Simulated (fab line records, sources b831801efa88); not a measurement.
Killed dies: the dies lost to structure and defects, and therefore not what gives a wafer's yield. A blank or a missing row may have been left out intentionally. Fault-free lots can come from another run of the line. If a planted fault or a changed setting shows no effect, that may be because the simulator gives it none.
Which tool did it? || flow gf180mcu || 33 wafers from 11 lots sampled at 3 of the route's 602 steps

== WHAT THE GAUGES READ, wafer by wafer ==
GF_V4_OVL_MEAS_15. Usual: V4_OVL typically reads -5 nm, with standard deviation 5.7.
{"lot": "L971", "measured": "day 24 08:25", "on": "overlay-01", "V4_OVL (nm)": "4 4 5", "flag": ""}
{"lot": "L972", "measured": "day 24 14:59", "on": "overlay-01", "V4_OVL (nm)": "0 -8 -4", "flag": ""}
{"lot": "L973", "measured": "day 25 01:35", "on": "overlay-02", "V4_OVL (nm)": "-12 -5 -4", "flag": ""}
{"lot": "L975", "measured": "day 25 19:26", "on": "overlay-01", "V4_OVL (nm)": "-14 -10 -19", "flag": ""}
{"lot": "L976", "measured": "day 26 05:44", "on": "overlay-01", "V4_OVL (nm)": "-4 -5 -7", "flag": ""}
{"lot": "L979", "measured": "day 27 06:15", "on": "overlay-02", "V4_OVL (nm)": "-5 -2 -4", "flag": ""}
{"lot": "L983", "measured": "day 28 12:21", "on": "overlay-02", "V4_OVL (nm)": "-8 -8 1", "flag": ""}
{"lot": "L985", "measured": "day 29 02:03", "on": "overlay-01", "V4_OVL (nm)": "-4 -6 -13", "flag": ""}
{"lot": "L990", "measured": "day 30 10:00", "on": "overlay-01", "V4_OVL (nm)": "-10 -1 0", "flag": ""}
{"lot": "L991", "measured": "day 30 16:56", "on": "overlay-01", "V4_OVL (nm)": "1 -6 1", "flag": ""}
{"lot": "L994", "measured": "day 31 08:29", "on": "overlay-02", "V4_OVL (nm)": "-10 0 3", "flag": ""}

== EACH LOT AND THE TOOL THAT RAN IT (in order: tool; ch and the chambers of the sampled wafers; start) ==
{"lot": "L971", "GF_M2_METAL_ETCH_16": "rie_metal-02 ch 0,1, day 19 03:41", "GF_M2_STRIP_17": "plasma_asher-03 ch 0,1, day 19 03:49"}
{"lot": "L972", "GF_M2_METAL_ETCH_16": "rie_metal-02 ch 1, day 19 10:50", "GF_M2_STRIP_17": "plasma_asher-03 ch 0,1, day 19 11:05"}
{"lot": "L973", "GF_M2_METAL_ETCH_16": "rie_metal-02 ch 1, day 19 21:55", "GF_M2_STRIP_17": "plasma_asher-04 ch 0,1, day 19 22:08"}
{"lot": "L975", "GF_M2_METAL_ETCH_16": "rie_metal-02 ch 0,1, day 20 17:38", "GF_M2_STRIP_17": "plasma_asher-01 ch 0,1, day 20 17:45"}
{"lot": "L976", "GF_M2_METAL_ETCH_16": "rie_metal-02 ch 0,1, day 21 06:35", "GF_M2_STRIP_17": "plasma_asher-01 ch 0,1, day 21 06:42"}
{"lot": "L979", "GF_M2_METAL_ETCH_16": "rie_metal-01 ch 0,1, day 22 10:07", "GF_M2_STRIP_17": "plasma_asher-03 ch 0,1, day 22 10:14"}
{"lot": "L983", "GF_M2_METAL_ETCH_16": "rie_metal-02 ch 0,1, day 23 20:19", "GF_M2_STRIP_17": "plasma_asher-01 ch 0,1, day 23 20:26"}
{"lot": "L985", "GF_M2_METAL_ETCH_16": "rie_metal-02 ch 0,1, day 24 11:40", "GF_M2_STRIP_17": "plasma_asher-03 ch 0,1, day 24 11:47"}
{"lot": "L990", "GF_M2_METAL_ETCH_16": "rie_metal-01 ch 0,1, day 25 23:16", "GF_M2_STRIP_17": "plasma_asher-04 ch 0,1, day 25 23:23"}
{"lot": "L991", "GF_M2_METAL_ETCH_16": "rie_metal-03 ch 0,1, day 26 08:31", "GF_M2_STRIP_17": "plasma_asher-03 ch 0,1, day 26 08:38"}
{"lot": "L994", "GF_M2_METAL_ETCH_16": "rie_metal-01 ch 1, day 27 01:52", "GF_M2_STRIP_17": "plasma_asher-04 ch 0,1, day 27 02:04"}
- GF_M2_METAL_ETCH_16: etches the open film in Cl2/BCl3, stops on SiO2, target depth 750.8 nm, time 125.1 s.
- GF_M2_STRIP_17: strips in O2/N2.

== WHAT THE TOOLS THEMSELVES READ (means of the sampled wafers that have a number; where no wafer has one, the mark that the record gives instead) ==
GF_M2_METAL_ETCH_16. Usual: drypump_motor_current_A 5.8 A, standard deviation 0.41; oes_product_au 0.992 a.u., standard deviation 0.0056; run_length_s 153.4 s, standard deviation 0.39; throttle_valve_pct 28.229 %, standard deviation 0.0096.
{"lot": "L971", "tool": "rie_metal-02", "drypump_motor_current_A (A)": 5.6, "oes_product_au (a.u.)": 0.990, "run_length_s (s)": 153.4, "throttle_valve_pct (%)": 28.232, "flag": ""}
{"lot": "L972", "tool": "rie_metal-02", "drypump_motor_current_A (A)": 6.0, "oes_product_au (a.u.)": 0.990, "run_length_s (s)": 153.1, "throttle_valve_pct (%)": 28.232, "flag": ""}
{"lot": "L973", "tool": "rie_metal-02", "drypump_motor_current_A (A)": 6.0, "oes_product_au (a.u.)": 0.988, "run_length_s (s)": 153.3, "throttle_valve_pct (%)": 28.239, "flag": ""}
{"lot": "L975", "tool": "rie_metal-02", "drypump_motor_current_A (A)": 5.8, "oes_product_au (a.u.)": 0.988, "run_length_s (s)": 153.3, "throttle_valve_pct (%)": 28.224, "flag": ""}
{"lot": "L976", "tool": "rie_metal-02", "drypump_motor_current_A (A)": 5.8, "oes_product_au (a.u.)": 0.991, "run_length_s (s)": 153.3, "throttle_valve_pct (%)": 28.237, "flag": ""}
{"lot": "L979", "tool": "rie_metal-01", "drypump_motor_current_A (A)": 5.7, "oes_product_au (a.u.)": 0.993, "run_length_s (s)": 153.5, "throttle_valve_pct (%)": 28.232, "flag": ""}
{"lot": "L983", "tool": "rie_metal-02", "drypump_motor_current_A (A)": 5.8, "oes_product_au (a.u.)": 0.988, "run_length_s (s)": 151.6, "throttle_valve_pct (%)": 28.238, "flag": "OFF"}
{"lot": "L985", "tool": "rie_metal-02", "drypump_motor_current_A (A)": 5.6, "oes_product_au (a.u.)": 0.998, "run_length_s (s)": 149.9, "throttle_valve_pct (%)": 28.219, "flag": "OFF"}
{"lot": "L990", "tool": "rie_metal-01", "drypump_motor_current_A (A)": 5.8, "oes_product_au (a.u.)": 0.991, "run_length_s (s)": 153.8, "throttle_valve_pct (%)": 28.224, "flag": ""}
{"lot": "L991", "tool": "rie_metal-03", "drypump_motor_current_A (A)": 6.2, "oes_product_au (a.u.)": 0.994, "run_length_s (s)": 153.3, "throttle_valve_pct (%)": 28.232, "flag": ""}
{"lot": "L994", "tool": "rie_metal-01", "drypump_motor_current_A (A)": 6.0, "oes_product_au (a.u.)": 0.988, "run_length_s (s)": 153.6, "throttle_valve_pct (%)": 28.227, "flag": ""}

GF_M2_STRIP_17. Usual: drypump_motor_current_A 5.66 A, standard deviation 0.29; heater_power_w 324 W, standard deviation 25; oes_product_au 0.537 a.u., standard deviation 0.0041; platen_temp_c 250.03 C, standard deviation 0.18; strip_time_to_endpoint_s 7.374 s, standard deviation 0.03.
{"lot": "L971", "tool": "plasma_asher-03", "drypump_motor_current_A (A)": 5.82, "heater_power_w (W)": 359, "oes_product_au (a.u.)": 0.539, "platen_temp_c (C)": 250.02, "strip_time_to_endpoint_s (s)": 7.393, "flag": ""}
{"lot": "L972", "tool": "plasma_asher-03", "drypump_motor_current_A (A)": 5.67, "heater_power_w (W)": 330, "oes_product_au (a.u.)": 0.540, "platen_temp_c (C)": 250.10, "strip_time_to_endpoint_s (s)": 7.399, "flag": ""}
{"lot": "L973", "tool": "plasma_asher-04", "drypump_motor_current_A (A)": 5.30, "heater_power_w (W)": 312, "oes_product_au (a.u.)": 0.540, "platen_temp_c (C)": 250.19, "strip_time_to_endpoint_s (s)": 7.405, "flag": ""}
{"lot": "L975", "tool": "plasma_asher-01", "drypump_motor_current_A (A)": 5.85, "heater_power_w (W)": 317, "oes_product_au (a.u.)": 0.537, "platen_temp_c (C)": 249.96, "strip_time_to_endpoint_s (s)": 7.363, "flag": ""}
{"lot": "L976", "tool": "plasma_asher-01", "drypump_motor_current_A (A)": 5.84, "heater_power_w (W)": 317, "oes_product_au (a.u.)": 0.533, "platen_temp_c (C)": 249.94, "strip_time_to_endpoint_s (s)": 7.376, "flag": ""}
{"lot": "L979", "tool": "plasma_asher-03", "drypump_motor_current_A (A)": 5.82, "heater_power_w (W)": 356, "oes_product_au (a.u.)": 0.536, "platen_temp_c (C)": 250.07, "strip_time_to_endpoint_s (s)": 7.384, "flag": ""}
{"lot": "L983", "tool": "plasma_asher-01", "drypump_motor_current_A (A)": 5.74, "heater_power_w (W)": 307, "oes_product_au (a.u.)": 0.540, "platen_temp_c (C)": 249.88, "strip_time_to_endpoint_s (s)": 7.401, "flag": ""}
{"lot": "L985", "tool": "plasma_asher-03", "drypump_motor_current_A (A)": 5.68, "heater_power_w (W)": 333, "oes_product_au (a.u.)": 0.540, "platen_temp_c (C)": 249.70, "strip_time_to_endpoint_s (s)": 7.470, "flag": "OFF"}
{"lot": "L990", "tool": "plasma_asher-04", "drypump_motor_current_A (A)": 5.27, "heater_power_w (W)": 318, "oes_product_au (a.u.)": 0.538, "platen_temp_c (C)": 249.94, "strip_time_to_endpoint_s (s)": 7.396, "flag": ""}
{"lot": "L991", "tool": "plasma_asher-03", "drypump_motor_current_A (A)": 5.70, "heater_power_w (W)": 332, "oes_product_au (a.u.)": 0.535, "platen_temp_c (C)": 250.05, "strip_time_to_endpoint_s (s)": 7.392, "flag": ""}
{"lot": "L994", "tool": "plasma_asher-04", "drypump_motor_current_A (A)": 5.29, "heater_power_w (W)": 318, "oes_product_au (a.u.)": 0.536, "platen_temp_c (C)": 250.11, "strip_time_to_endpoint_s (s)": 7.376, "flag": ""}

== THE ANSWER, worked out from the rows above alone ==
Rule: a lot is off if the mean of its wafers that have a number lies more than 3 standard deviations from the usual mean. Also off: a lot with no number at a reading for which 4 or more lots have one. Any other lot the step has rows for is counted as sound. Order of review: gauges by route order, followed by the tools' own readings, for which a lot's mean as printed above is used. The first step at which some lot is off is used, and at that step the reading that is off furthest; a lot without a number counts as furthest.
Off at GF_M2_METAL_ETCH_16 (run_length_s): L983, L985.
If a tool, at that step or one of the process steps before it, ran each lot that is off and ran no sound lot following the first of them, it fits. One fits: rie_metal-02 at GF_M2_METAL_ETCH_16. A fault onset in the window from L976 (day 21 06:35, its last sound lot) to L983 (day 23 20:19, its first lot off) fits.
On the lots that are off, the tool's own readings at GF_M2_METAL_ETCH_16 differ by more than 5 times the standard deviation of the sound lots' means, which bears it out; run_length_s reads 150.8 s there versus 153.4 s on the sound lots.

== WHAT THE SIMULATOR PUT IN ==
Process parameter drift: rie_metal-02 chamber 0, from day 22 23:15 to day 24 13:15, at GF_M2_METAL_ETCH_16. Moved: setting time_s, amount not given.
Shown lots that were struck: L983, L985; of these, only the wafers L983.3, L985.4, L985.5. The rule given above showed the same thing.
